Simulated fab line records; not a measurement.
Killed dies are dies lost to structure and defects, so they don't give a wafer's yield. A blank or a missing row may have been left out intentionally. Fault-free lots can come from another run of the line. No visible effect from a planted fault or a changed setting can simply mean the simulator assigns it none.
fab line records | flow sky130
record lots=13 wafers=39 last-day=50
route steps=708 shown CONTACT@408 VIA3@597 METAL4@634 METAL5@665 PAD_OPEN@708
lots untouched by any fault: they come from a run of this same line in which no faults occurred
start-h: hours from the record's opening day to when the first of the lot's shown wafers began | wait-h: hours elapsed since this lot's preceding step | " identical to the entry in the row above | L1.1+2: a row that stands for several wafers | - either no value or no given start | * or withheld: withheld | < > ~ a bound
route shown NAME@n: NAME is a module with steps in the file, n the number in the route of the first one | usual: mean and standard deviation over wafers with no fault | same: alike in all rows | chamber/n: place in a boat | sites: the reading at each site | _std_site: standard deviation across them | _edge_site: inner sites' mean taken away from outer sites' mean | radius-mm: for every site, how far away it sits from the centre of the wafer | mask NAME#n: copy n | behind: the tool/chamber that last shaped the wafer | hold: why the lot went on hold/how many hours it stayed there/how the hold came to an end | device: the transistor (n, p or np) that didn't switch | end of line: tests run on the same wafers once the route is complete | where a step has no rows: the recipe by itself | killed: count of dies lost to structure and defects at first sort (not the wafer's yield) | map: a wafer's dies, x killed, . not, _ none there
set.NAME: the run value of the setting; set.NAME@STEP: its run value at that earlier step | model.NAME: the simulator's own value behind a step, which no gauge read
one table for each step of the route and one row for each wafer, over a sample of lots
services: the hour from which a tool's chamber was out of use, counted from the record's first day as start-h (under 0 if before that day), plus the number of hours and why
## steps
# step SKY_CONTACT_HDPCVD_02
# recipe material=SiO2 target-thk-nm=565 sigma-open-frac=0.3 time-s=94.2 temp-c=600 sih4-flow-sccm=60 pressure-mtorr=6
# usual sih4-flow-sccm=59.95/0.18
# columns lot.wafer tool chamber start-h wait-h sih4-flow-sccm
L330.3 hdpcvd-01 2 706.31 0.0 60.05
L330.4 " 1 " " 59.97
L330.5 " 2 " " 60.21
L331.3 hdpcvd-01 0 709.63 0.0 60.08
L331.5 " 0 " " 60.03
L331.6 " 1 " " 59.84
L332.2 hdpcvd-01 2 716.46 0.0 60.33
L332.4 " 2 " " 60.36
L332.5 " 1 " " 59.84
L333.4 hdpcvd-01 1 724.58 0.1 59.66
L333.5 " 2 " " 59.98
L333.6 " 0 " " 60.04
L334.1 hdpcvd-01 1 738.64 0.1 60.04
L334.3 " 0 " " 59.91
L334.6 " 0 " " 60.07
L335.3 hdpcvd-02 0 749.66 0.0 59.79
L335.4 " 2 " " 60.04
L335.5 " 0 " " 59.79
L337.2 hdpcvd-01 1 763.73 0.0 59.89
L337.3 " 2 " " 60.23
L337.6 " 1 " " 59.84
L338.3 hdpcvd-02 2 772.54 0.0 60.17
L338.5 " 2 " " 59.99
L338.6 " 1 " " 59.91
L339.1 hdpcvd-01 0 779.63 0.1 59.93
L339.4 " 0 " " 60.22
L339.6 " 2 " " 59.78
L347.1 hdpcvd-01 2 840.47 0.2 60.07
L347.5 " 2 " " 59.61
L347.6 " 0 " " 60.23
L349.1 hdpcvd-01 1 855.23 0.1 60.02
L349.4 " 0 " " 59.66
L349.6 " 2 " " 60.01
L350.2 hdpcvd-02 0 862.22 0.0 60.05
L350.3 " 1 " " 59.73
L350.5 " 2 " " 60.00
L351.2 hdpcvd-02 1 864.78 0.0 59.95
L351.5 " 0 " " 60.00
L351.6 " 1 " " 60.10
# step SKY_VIA3_CMP_24
# recipe stop-on=SiO2 t-overpolish-s=20 down-force-psi=3.5 platen-rpm=60 target-thk-nm=0 pad-velocity-m-s=0.94248
# usual motor-current-A=10.8/1.4 overpolish-run-s=19.999/0.0087 time-to-endpoint-s=93/3.1
# columns lot.wafer tool chamber start-h wait-h motor-current-A overpolish-run-s time-to-endpoint-s
L330.3 cmp-02 1 928.95 0.0 8.9 20.007 90
L330.4 " 0 " " 11.4 19.994 91
L330.5 " 2 " " 10.5 19.991 91
L331.3 cmp-01 3 933.60 0.2 10.4 19.999 94
L331.6 " 0 " " 9.6 20.002 93
L331.5 " 1 " " 13.6 20.006 93
L332.4 cmp-01 0 935.43 0.1 9.0 20.005 88
L332.2 " 1 " " 14.0 19.988 95
L332.5 " 0 " " 9.0 19.998 97
L333.4 cmp-02 3 943.92 0.2 11.1 19.992 95
L333.6 " 0 " " 11.9 19.997 92
L333.5 " 1 " " 9.1 19.993 88
L334.3 cmp-02 0 958.78 0.0 11.4 19.990 88
L334.1 " 2 " " 10.6 20.003 93
L334.6 " 1 " " 8.9 20.011 95
L335.3 cmp-02 0 964.86 0.1 11.8 19.990 92
L335.4 " 2 " " 10.7 19.988 90
L335.5 " 3 " " 11.8 19.990 96
L337.3 cmp-01 3 978.19 0.1 10.9 20.007 94
L337.2 " 0 " " 9.2 19.993 94
L337.6 " 2 " " 11.1 20.006 91
L338.3 cmp-02 2 987.80 0.1 10.9 20.005 91
L338.5 " 1 " " 8.5 20.014 94
L338.6 " 2 " " 10.7 20.004 95
L339.1 cmp-02 3 992.26 0.1 11.0 20.023 100
L339.4 " 0 " " 11.5 20.011 94
L339.6 " 3 " " 11.5 19.989 99
L347.1 cmp-02 1 1048.21 0.1 8.8 19.987 98
L347.6 " 0 " " 11.5 19.995 94
L347.5 " 1 " " 8.5 19.993 96
L349.4 cmp-01 2 1057.38 0.1 11.8 19.994 89
L349.1 " 3 " " 10.0 20.013 85
L349.6 " 1 " " 13.9 19.991 89
L350.2 cmp-02 0 1065.96 0.0 11.5 20.008 91
L350.3 " 3 " " 11.7 20.003 95
L350.5 " 1 " " 8.8 19.980 93
L351.2 cmp-02 0 1067.06 0.0 11.7 19.997 94
L351.5 " 0 " " 11.6 19.988 93
L351.6 " 1 " " 8.6 19.996 94
# step SKY_METAL4_METAL_ETCH_18
# recipe target-depth-a=8450 stop-on=SiO2 over-etch-frac=0.3 time-s=183.1 chemistry=Cl2/BCl3 resist-sidewall-deg=88 pressure-mtorr=10 icp-w=900 bias-w=48.5 Cl2_flow_sccm=60 bcl3-flow-sccm=30
# usual drypump-motor-current-A=5.8/0.33 oes-product-au=0.864/0.0056 rf-fwd-power-W=897.4/2.5 throttle-valve-pct=22.264/0.0086
# columns lot.wafer tool chamber start-h wait-h drypump-motor-current-A oes-product-au rf-fwd-power-W rf-hours-counter-h throttle-valve-pct
L330.3 rie-metal-02 1 978.70 0.1 5.9 0.865 894.9 - 22.278
L330.4 " 0 " " 5.4 0.857 900.3 - 22.251
L330.5 " 1 " " 5.9 0.867 898.9 - 22.266
L331.3 rie-metal-02 1 982.23 0.1 5.8 0.867 895.7 - 22.274
L331.5 " 0 " " 5.5 0.871 898.5 - 22.268
L331.6 " 1 " " 5.8 0.865 893.8 - 22.278
L332.2 rie-metal-01 1 986.06 0.0 5.5 0.866 898.5 15 22.264
L332.4 " 1 " " 5.4 0.859 897.2 - 22.251
L332.5 " 1 " " 5.4 0.857 896.0 - 22.255
L333.4 rie-metal-01 1 993.58 0.1 5.4 0.862 895.9 - 22.271
L333.5 " 1 " " 5.4 0.860 895.3 - 22.264
L333.6 " 0 " " 5.7 0.862 898.1 - 22.253
L334.1 rie-metal-02 0 1006.14 0.0 5.5 0.860 900.1 8 22.263
L334.3 " 1 " " 5.8 0.869 900.2 - 22.274
L334.6 " 0 " " 5.5 0.863 898.1 - 22.246
L335.3 rie-metal-03 1 1013.25 0.1 5.8 0.856 895.4 - 22.252
L335.4 " 0 " " 6.4 0.861 894.2 - 22.275
L335.5 " 1 " " 5.8 0.860 897.0 - 22.270
L337.2 rie-metal-02 1 1026.24 0.0 5.8 0.870 902.1 18 22.265
L337.3 " 1 " " 5.8 0.871 898.9 - 22.257
L337.6 " 1 " " 5.8 0.867 898.5 - 22.274
L338.3 rie-metal-02 1 1035.62 0.1 5.8 0.870 899.4 - 22.252
L338.5 " 0 " " 5.5 0.871 895.3 - 22.268
L338.6 " 1 " " 5.8 0.870 894.9 - 22.254
L339.1 rie-metal-01 1 1038.51 0.0 5.4 0.867 898.5 18 22.274
L339.4 " 1 " " 5.4 0.878 899.2 - 22.257
L339.6 " 1 " " 5.5 0.874 900.7 - 22.267
L347.1 rie-metal-03 0 1091.29 0.0 6.4 0.859 899.4 6 22.265
L347.5 " 0 " " 6.4 0.861 898.5 - 22.263
L347.6 " 1 " " 5.8 0.857 902.6 - 22.272
L349.1 rie-metal-03 0 1100.81 0.0 6.4 0.863 895.7 7 22.262
L349.4 " 0 " " 6.4 0.855 896.0 - 22.266
L349.6 " 0 " " 6.4 0.859 893.6 - 22.253
L350.2 rie-metal-02 0 1108.34 0.0 5.5 0.871 893.7 15 22.262
L350.3 " 1 " " 5.8 0.870 895.8 - 22.264
L350.5 " 1 " " 5.8 0.870 890.8 - 22.261
L351.2 rie-metal-03 1 1109.04 0.0 5.8 0.859 897.2 12 22.254
L351.5 " 0 " " 6.4 0.861 899.2 - 22.264
L351.6 " 1 " " 5.8 0.862 900.6 - 22.262
# step SKY_METAL5_SPUTTER_04
# recipe material=TiN target-thk-nm=70 power-w=6500 time-s=58.3 chamber-pressure-pa=0.4
# usual chamber-pressure-pa=0.3999/0.00076 throttle-valve-pct=30.5/1.2
# columns lot.wafer tool chamber start-h wait-h chamber-pressure-pa throttle-valve-pct
L330.3 pvd-sputter-04 - 1004.74 0.0 0.3999 29.8
L330.4 " - " " 0.3993 28.9
L330.5 " - " " 0.3998 28.7
L331.3 pvd-sputter-03 - 1008.22 0.0 0.4001 31.3
L331.5 " - " " 0.4012 30.9
L331.6 " - " " 0.3993 29.7
L332.2 pvd-sputter-04 - 1012.85 0.0 0.4009 28.6
L332.4 " - " " 0.4007 28.6
L332.5 " - " " 0.3999 29.6
L333.4 pvd-sputter-04 - 1018.87 0.0 0.4013 29.7
L333.5 " - " " 0.3990 31.0
L333.6 " - " " 0.3995 29.0
L334.1 pvd-sputter-01 - 1032.15 0.0 0.3995 31.0
L334.3 " - " " 0.4007 28.6
L334.6 " - " " 0.3996 28.8
L335.3 pvd-sputter-03 - 1039.25 0.0 0.3994 30.9
L335.4 " - " " 0.4009 31.3
L335.5 " - " " 0.3985 30.2
L337.2 pvd-sputter-03 - 1053.04 0.0 0.3999 30.3
L337.3 " - " " 0.3994 29.3
L337.6 " - " " 0.4001 30.3
L338.3 pvd-sputter-04 - 1059.66 0.0 0.3988 31.0
L338.5 " - " " 0.3985 32.6
L338.6 " - " " 0.4008 29.6
L339.1 pvd-sputter-01 - 1063.15 0.0 0.3998 31.9
L339.4 " - " " 0.3987 30.6
L339.6 " - " " 0.4001 31.0
L347.1 pvd-sputter-01 - 1114.29 0.0 0.4005 30.5
L347.5 " - " " 0.3986 30.6
L347.6 " - " " 0.4005 31.0
L349.1 pvd-sputter-04 - 1123.44 0.0 0.4002 29.7
L349.4 " - " " 0.3998 32.6
L349.6 " - " " 0.3998 32.6
L350.2 pvd-sputter-04 - 1130.49 0.0 0.4017 28.9
L350.3 " - " " 0.4001 31.3
L350.5 " - " " 0.4007 31.0
L351.2 pvd-sputter-04 - 1131.28 0.0 0.3994 30.1
L351.5 " - " " 0.3999 28.8
L351.6 " - " " 0.3995 31.1
# step SKY_PAD_OPEN_PROBE_99
# usual killed_at_M0_to_M3=43/6.3 killed_at_M4_up=3.1/1.9 killed-at-contacts=24/5.1 killed-at-front-end=14/4.3 killed-at-other=0.3/0.53 killed-dies=85/8.8 killed-open=46/7.1 killed-short=38/5.9
# same gross-dies=492 killed-at-back-side=0
# columns lot.wafer tool chamber start-h wait-h killed_at_M0_to_M3 killed_at_M4_up killed-at-contacts killed-at-front-end killed-at-other killed-dies killed-open killed-short
L347.1 prober-02 - 1172.55 0.1 37 1 74 15 1 128 42 30
L347.5 prober-02 - 1172.75 0.2 36 0 79 11 1 127 32 39
L347.6 prober-02 - 1172.80 0.2 39 3 48 17 1 108 33 45
L349.1 prober-02 - 1180.79 0.1 34 3 75 9 0 121 39 26
L349.4 prober-02 - 1180.94 0.2 41 1 56 17 0 115 48 34
L349.6 prober-02 - 1181.04 0.2 43 3 69 14 0 129 46 33
# killed by level:class
L347.1 CONTACT:unspecified=55 VIA1:geometric-particle:open=10 LI_CONTACT:geometric-particle:open=7 CONTACT:geometric-particle:open=7 VIA3:geometric-particle:open=6 VIA2:geometric-particle:open=5 FIELD_ISO:geometric-particle:short=4 POLY_GATE:geometric-particle:short=4
L347.5 CONTACT:unspecified=55 VIA1:geometric-particle:open=10 VIA3:geometric-particle:open=7 LI_CONTACT:geometric-particle:short=6 LI_CONTACT:geometric-particle:open=6 FIELD_ISO:geometric-particle:short=5 CONTACT:geometric-particle:short=5 METAL2:geometric-particle:short=5
L347.6 CONTACT:unspecified=30 VIA1:geometric-particle:open=9 METAL2:geometric-particle:short=8 CONTACT:geometric-particle:short=6 LI_CONTACT:geometric-particle:open=5 VIA1:geometric-particle:short=5 FIELD_ISO:geometric-particle:short=4 POLY_GATE:geometric-particle:short=4
L349.1 CONTACT:unspecified=56 VIA1:geometric-particle:open=11 CONTACT:geometric-particle:open=6 LI_CONTACT:geometric-particle:open=5 VIA3:geometric-particle:open=5 METAL1:geometric-particle:short=4 VIA3:geometric-particle:short=4 FIELD_ISO:geometric-particle:open=3
L349.4 CONTACT:unspecified=33 VIA1:geometric-particle:open=9 CONTACT:geometric-particle:short=7 LI_CONTACT:geometric-particle:open=7 VIA2:geometric-particle:open=7 CONTACT:geometric-particle:open=6 METAL2:geometric-particle:short=5 VIA3:geometric-particle:open=5
L349.6 CONTACT:unspecified=50 VIA1:geometric-particle:open=12 CONTACT:geometric-particle:open=9 VIA2:geometric-particle:open=7 VIA3:geometric-particle:open=7 METAL1:geometric-particle:short=6 POLY_GATE:geometric-particle:open=5 LOCAL_INTERCONNECT:geometric-particle:short=4
## services
# columns tool chamber start-h hours kind
cmp-02 - 685.07 2.3 repair
hdpcvd-01 2 735.22 5.7 repair
cmp-02 - 744.00 4.0 pm
pvd-sputter-04 - 745.36 0.6 repair
pvd-sputter-04 - 750.07 2.2 repair
cmp-02 - 771.70 7.8 repair
cmp-02 - 793.49 3.2 repair
hdpcvd-01 2 795.01 5.4 repair
pvd-sputter-04 - 817.12 1.9 repair
cmp-02 - 825.09 4.3 pm
cmp-02 - 830.75 5.3 pm
cmp-02 - 842.23 0.2 repair
cmp-02 - 855.82 13.4 pm
hdpcvd-01 2 876.66 20.1 repair
hdpcvd-01 1 914.88 11.4 repair
cmp-02 - 936.03 0.7 repair
hdpcvd-01 1 1012.48 8.9 repair
cmp-02 - 1050.85 4.0 repair
cmp-02 - 1055.54 0.9 repair
cmp-02 - 1077.05 0.3 repair
cmp-02 - 1084.00 4.0 pm
pvd-sputter-04 - 1102.45 0.6 repair
pvd-sputter-04 - 1110.29 7.8 repair
cmp-02 - 1112.12 0.8 repair
## key
first-sign step=SKY_PAD_OPEN_PROBE_99 reading=killed-at-contacts direction=up sigmas=8.3 usual=24 struck=67
effect step=SKY_PAD_OPEN_PROBE_99 reading=killed-dies direction=up sigmas=4.1 usual=85 struck=121
met-at SKY_CONTACT_HDPCVD_02
struck-lots L347,L349
tester-left-out L347,L349
not-acting-at SKY_VIA3_CMP_24,SKY_METAL4_METAL_ETCH_18,SKY_METAL5_SPUTTER_04
onset-between 779.63 840.47
fault kind=chamber-particle-source tool=hdpcvd-01 chamber=- onset-h=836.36 steps=SKY_CONTACT_HDPCVD_02 rate-per-visit-cm2=1.0467 end-h=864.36
# tester-left-out: of these lots the tester's yield and bins aren't shown, on N5 and GAA mostly nor the transistor test; their killed dies are dies lost to structure and defects alone, not to doping, threshold or leakage, so they don't give the yield
